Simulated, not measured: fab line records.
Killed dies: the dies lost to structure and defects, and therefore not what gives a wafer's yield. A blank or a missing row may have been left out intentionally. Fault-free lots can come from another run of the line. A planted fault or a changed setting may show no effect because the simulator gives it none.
Matching of chambers + flow sky130 + 3 sister chambers for SKY_CAPM_CVD_00 on pecvd-02
The step deposits SiO2, target thk 15.5 nm. 20 wafers are shown with their chamber, then 10 later ones without.

== WAFERS PAIRED WITH THEIR CHAMBERS ==
| wafer  | chamber | heater_power_w (W) |
|--------|---------|--------------------|
| L076.2 | 1       | 754                |
| L076.3 | 2       | 623                |
| L076.5 | 0       | 627                |
| L077.2 | 2       | 671                |
| L077.5 | 2       | 684                |
| L077.6 | 1       | 727                |
| L079.1 | 2       | 700                |
| L079.2 | 1       | 834                |
| L079.4 | 2       | 710                |
| L084.2 | 1       | 862                |
| L084.3 | 2       | 610                |
| L084.6 | 2       | 624                |
| L086.1 | 2       | 680                |
| L086.2 | 0       | 670                |
| L086.5 | 1       | 854                |
| L088.2 | 1       | 867                |
| L088.3 | 2       | 682                |
| L088.5 | 0       | 642                |
| L090.3 | 0       | 657                |
| L090.4 | 2       | 655                |

SIGNATURES (means of the wafers above)
| reading        | chamber 0 | chamber 1 | chamber 2 | scatter within a chamber |
|----------------|-----------|-----------|-----------|--------------------------|
| heater_power_w | 649.00    | 816.33    | 663.90    | 42                       |
Rule: a wafer's distance from a chamber is the root of the sum, over the readings, of the square of ((its reading less the chamber's mean) divided by the reading's scatter). The wafer belongs to the nearest chamber; if the next one is less than 2 further off, it can't be placed. How the scatter is found: for the shown wafers, subtract from each reading the mean of its chamber, square and add these, divide the total by (wafers less chambers), then take the root.

== WAFERS WHOSE CHAMBER IS MISSING ==
| wafer  | heater_power_w (W) |
|--------|--------------------|
| L090.6 | 656                |
| L093.3 | 706                |
| L093.5 | 864                |
| L093.6 | 691                |
| L097.1 | 695                |
| L097.2 | 687                |
| L097.6 | 675                |
| L095.2 | 697                |
| L095.3 | 629                |
| L095.4 | 640                |

== CHAMBER TAKEN BY EACH ==
| wafer  | from the rows above          | in truth |
|--------|------------------------------|----------|
| L090.6 | can't be placed: 0 or 2      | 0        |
| L093.3 | can't be placed: 2 or 0 or 1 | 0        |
| L093.5 | 1                            | 1        |
| L093.6 | can't be placed: 2 or 0      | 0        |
| L097.1 | can't be placed: 2 or 0      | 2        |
| L097.2 | can't be placed: 2 or 0      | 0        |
| L097.6 | can't be placed: 2 or 0      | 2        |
| L095.2 | can't be placed: 2 or 0      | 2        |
| L095.3 | can't be placed: 0 or 2      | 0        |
| L095.4 | can't be placed: 0 or 2      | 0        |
1 of 10 placed correctly. Cannot be placed on the basis of these rows: 9; the candidates contain the true chamber in 9. Wrongly placed: 0.
